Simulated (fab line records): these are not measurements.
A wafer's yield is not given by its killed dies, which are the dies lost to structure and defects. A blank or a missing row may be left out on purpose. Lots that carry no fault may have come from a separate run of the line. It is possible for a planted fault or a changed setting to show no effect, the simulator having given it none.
Matching of chambers -- flow sky130 -- 3 sister chambers for SKY_CONTACT_CVD_00 on pecvd-03
The step deposits Si3N4, target thk 75 nm. 6 wafers are shown with their chamber, then 8 later ones without.

WAFERS WITH THEIR CHAMBER
wafer,chamber,heater-power-w (W)
L440.1,0,605
L444.2,2,690
L444.4,2,680
L449.4,0,651
L449.6,1,693
L451.2,1,787

WAFERS MISSING THEIR CHAMBER
wafer,heater-power-w (W)
L451.4,599
L451.6,720
L460.1,780
L460.2,722
L460.4,792
L461.1,592
L461.2,707
L461.3,703

WHICH CHAMBER EACH WENT THROUGH
wafer,from the rows above,in truth
L451.4,can't be placed: 0 or 2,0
L451.6,can't be placed: 1 or 2 or 0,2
L460.1,can't be placed: 1 or 2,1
L460.2,can't be placed: 1 or 2 or 0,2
L460.4,can't be placed: 1 or 2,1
L461.1,can't be placed: 0 or 2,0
L461.2,can't be placed: 2 or 1 or 0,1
L461.3,can't be placed: 2 or 1 or 0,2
Placed correctly: 0 of 8. Can't be placed from these rows: 8 (the true chamber is among the candidates in 8). Placed wrongly: 0.
How it was worked out, from the rows above alone: a wafer's distance from a chamber is the root of the sum, over the readings, of the square of ((its reading less the chamber's mean) divided by the reading's scatter). If the next closest chamber is less than 2 further off than the closest, the wafer can't be placed; otherwise it belongs to the closest. Each chamber's mean is taken over the wafers shown for it. The scatter: the root of (the sum of the squares of (reading less its chamber's mean) over the shown wafers, divided by (wafers less chambers)).
